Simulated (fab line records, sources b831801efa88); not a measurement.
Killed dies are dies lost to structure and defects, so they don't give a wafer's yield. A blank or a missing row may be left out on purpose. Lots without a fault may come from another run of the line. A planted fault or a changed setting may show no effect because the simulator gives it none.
Which tool did it? | flow gf180mcu | 14 lots, 42 wafers sampled, at 4 steps of a route of 602

WHAT THE GAUGES READ, wafer by wafer
The record holds no reading of a measuring or inspecting step that can be judged against a usual standard deviation.

WHICH TOOL RAN EACH LOT (tool, then ch and the chambers of the sampled wafers, then the start)
lot  | GF_HV_LDD_COAT_02                 | GF_V1_CMP_04                  | GF_V4_ETCH_16                      | GF_MIM_SPUTTER_01
L596 | litho_track-04 ch 0, day 9 11:04  | cmp-01 ch 1,2,3, day 16 21:26 | rie_diel-04 ch 0,1,2, day 24 05:01 | pvd_sputter-03, day 24 06:28
L598 | litho_track-01 ch 0, day 10 01:32 | cmp-02 ch 0,2,3, day 17 14:02 | rie_diel-04 ch 1,3, day 24 22:15   | pvd_sputter-02, day 24 23:47
L599 | litho_track-04 ch 0, day 10 11:27 | cmp-01 ch 1,2, day 18 03:19   | rie_diel-02 ch 1,2, day 25 07:03   | pvd_sputter-03, day 25 08:54
L600 | litho_track-03 ch 0, day 10 15:39 | cmp-02 ch 1,2, day 18 11:20   | rie_diel-04 ch 1,2, day 25 17:18   | pvd_sputter-02, day 25 18:55
L601 | litho_track-04 ch 0, day 10 21:48 | cmp-02 ch 0,3, day 18 17:33   | rie_diel-04 ch 1,2, day 25 23:27   | pvd_sputter-04, day 26 00:59
L602 | litho_track-01 ch 0, day 11 08:29 | cmp-02 ch 0,1,3, day 19 08:47 | rie_diel-01 ch 0,2, day 26 11:06   | pvd_sputter-02, day 26 12:33
L603 | litho_track-04 ch 0, day 11 15:45 | cmp-01 ch 1,2,3, day 19 15:44 | rie_diel-04 ch 0,2,3, day 26 17:41 | pvd_sputter-02, day 26 19:08
L605 | litho_track-03 ch 0, day 12 02:09 | cmp-02 ch 0,1,2, day 20 06:00 | rie_diel-04 ch 0,1,3, day 27 04:39 | pvd_sputter-04, day 27 06:08
L606 | litho_track-03 ch 0, day 12 11:07 | cmp-01 ch 0,1,2, day 20 17:32 | rie_diel-02 ch 0,2, day 27 16:19   | pvd_sputter-04, day 27 17:46
L608 | litho_track-04 ch 0, day 13 05:45 | cmp-01 ch 1,2,3, day 21 18:38 | rie_diel-01 ch 2,3, day 28 13:36   | pvd_sputter-04, day 28 15:05
L610 | litho_track-03 ch 0, day 13 16:04 | cmp-01 ch 1,2,3, day 22 03:43 | rie_diel-02 ch 1,2, day 28 19:45   | pvd_sputter-04, day 28 21:13
L614 | litho_track-03 ch 0, day 15 05:24 | cmp-02 ch 2,3, day 23 22:43   | rie_diel-01 ch 0,2, day 30 06:27   | pvd_sputter-03, day 30 08:07
L615 | litho_track-03 ch 0, day 15 16:34 | cmp-01 ch 0,1,2, day 24 08:19 | rie_diel-04 ch 0,1,2, day 30 14:34 | pvd_sputter-03, day 30 16:04
L616 | litho_track-03 ch 0, day 15 22:34 | cmp-02 ch 0,3, day 24 15:49   | rie_diel-01 ch 1,2, day 30 20:40   | pvd_sputter-03, day 30 22:10
- GF_HV_LDD_COAT_02: resist thk 1000 nm.
- GF_V1_CMP_04: polishes SiO2.
- GF_V4_ETCH_16: etches BARC in N2/H2.
- GF_MIM_SPUTTER_01: material TiN, target thk 30 nm, time 25 s.

WHAT THE TOOLS THEMSELVES READ (means of the sampled wafers that have a number; where no wafer has one, the mark that the record gives instead)
GF_HV_LDD_COAT_02. Usual: chill_plate_temp_C 22.98 C, standard deviation 0.11; spin_speed_rpm 3000.6 rpm, standard deviation 2.
lot  | tool           | chill_plate_temp_C (C) | spin_speed_rpm (rpm) | flag
L596 | litho_track-04 | 22.91                  | 3002.3               |
L598 | litho_track-01 | 22.96                  | 3001.2               |
L599 | litho_track-04 | 23.06                  | 2999.7               |
L600 | litho_track-03 | 23.04                  | 3002.1               |
L601 | litho_track-04 | 22.82                  | 2999.1               |
L602 | litho_track-01 | 22.92                  | 3001.2               |
L603 | litho_track-04 | 23.06                  | 3000.9               |
L605 | litho_track-03 | 23.11                  | 2999.9               |
L606 | litho_track-03 | 23.03                  | 2999.3               |
L608 | litho_track-04 | 22.81                  | 3000.4               |
L610 | litho_track-03 | 23.04                  | 2999.1               |
L614 | litho_track-03 | 23.13                  | 2941.4               | OFF
L615 | litho_track-03 | 22.91                  | 2940.6               | OFF
L616 | litho_track-03 | 23.07                  | 2943.8               | OFF

GF_V1_CMP_04. Usual: motor_current_A 12.4 A, standard deviation 1.7; time_to_endpoint_s 79 s, standard deviation 5.
lot  | tool   | motor_current_A (A) | time_to_endpoint_s (s) | flag
L596 | cmp-01 | 13.0                | 89                     |
L598 | cmp-02 | 11.3                | 77                     |
L599 | cmp-01 | 13.8                | 78                     |
L600 | cmp-02 | 13.6                | 73                     |
L601 | cmp-02 | 10.0                | 78                     |
L602 | cmp-02 | 11.0                | 80                     |
L603 | cmp-01 | 12.9                | 73                     |
L605 | cmp-02 | 12.4                | 74                     |
L606 | cmp-01 | 13.3                | 82                     |
L608 | cmp-01 | 13.2                | 82                     |
L610 | cmp-01 | 13.4                | 76                     |
L614 | cmp-02 | 12.3                | 75                     |
L615 | cmp-01 | 13.5                | 78                     |
L616 | cmp-02 | 9.6                 | 91                     |

GF_V4_ETCH_16. Usual: drypump_motor_current_A 5.6 A, standard deviation 0.42; oes_product_au 0.853 a.u., standard deviation 0.0051; throttle_valve_pct 13.225 %, standard deviation 0.0089.
lot  | tool        | drypump_motor_current_A (A) | oes_product_au (a.u.) | throttle_valve_pct (%) | flag
L596 | rie_diel-04 | 5.4                         | 0.851                 | 13.234                 |
L598 | rie_diel-04 | 5.6                         | 0.850                 | 13.220                 |
L599 | rie_diel-02 | 5.1                         | 0.858                 | 13.216                 |
L600 | rie_diel-04 | 5.5                         | 0.857                 | 13.225                 |
L601 | rie_diel-04 | 5.5                         | 0.852                 | 13.220                 |
L602 | rie_diel-01 | 5.8                         | 0.854                 | 13.224                 |
L603 | rie_diel-04 | 5.5                         | 0.849                 | 13.221                 |
L605 | rie_diel-04 | 5.5                         | 0.854                 | 13.230                 |
L606 | rie_diel-02 | 5.9                         | 0.850                 | 13.227                 |
L608 | rie_diel-01 | 5.7                         | 0.856                 | 13.229                 |
L610 | rie_diel-02 | 5.1                         | 0.857                 | 13.226                 |
L614 | rie_diel-01 | 5.8                         | 0.849                 | 13.234                 |
L615 | rie_diel-04 | 5.4                         | 0.857                 | 13.226                 |
L616 | rie_diel-01 | 5.7                         | 0.853                 | 13.231                 |

GF_MIM_SPUTTER_01. Usual: throttle_valve_pct 29.7 %, standard deviation 1.
lot  | tool           | throttle_valve_pct (%) | flag
L596 | pvd_sputter-03 | 30.7                   |
L598 | pvd_sputter-02 | 28.9                   |
L599 | pvd_sputter-03 | 29.4                   |
L600 | pvd_sputter-02 | 29.5                   |
L601 | pvd_sputter-04 | 29.7                   |
L602 | pvd_sputter-02 | 29.1                   |
L603 | pvd_sputter-02 | 29.8                   |
L605 | pvd_sputter-04 | 29.5                   |
L606 | pvd_sputter-04 | 29.6                   |
L608 | pvd_sputter-04 | 29.7                   |
L610 | pvd_sputter-04 | 29.6                   |
L614 | pvd_sputter-03 | 30.1                   |
L615 | pvd_sputter-03 | 30.2                   |
L616 | pvd_sputter-03 | 30.1                   |

THE ANSWER, worked out from the rows above alone
Rule: a lot is off if the mean of its wafers that have a number lies more than 3 standard deviations from the usual mean. A lot without any number at a reading at which 4 lots or more have one is off too. The other lots that the step has rows for count as sound. The gauges are gone through in route order, then the tools' own readings, and for those a lot's mean is taken as printed above. The first step at which some lot is off is used, and at that step the reading that is off furthest; a lot without a number counts as furthest.
Off: L614, L615, L616, at GF_HV_LDD_COAT_02 (spin_speed_rpm).
A tool fits if, at that step or a process step before it, it ran every lot that is off, and no sound lot after the first of them. One fits: litho_track-03 at GF_HV_LDD_COAT_02. Its last sound lot is L610 (day 13 16:04), its first lot that is off L614 (day 15 05:24): a fault that began between those two fits.
The tool's own readings at GF_HV_LDD_COAT_02 bear it out: on the lots that are off they differ by more than 5 times the standard deviation of the sound lots' means. spin_speed_rpm reads 2941.9 rpm there against 3000.5 rpm on the sound lots.

WHAT THE SIMULATOR HAD PUT IN
Process parameter drift: litho_track-03, from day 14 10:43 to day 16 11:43, at GF_HV_LDD_COAT_02. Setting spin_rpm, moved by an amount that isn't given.
Lots struck among those shown: L614, L615, L616. The rule above found the same.
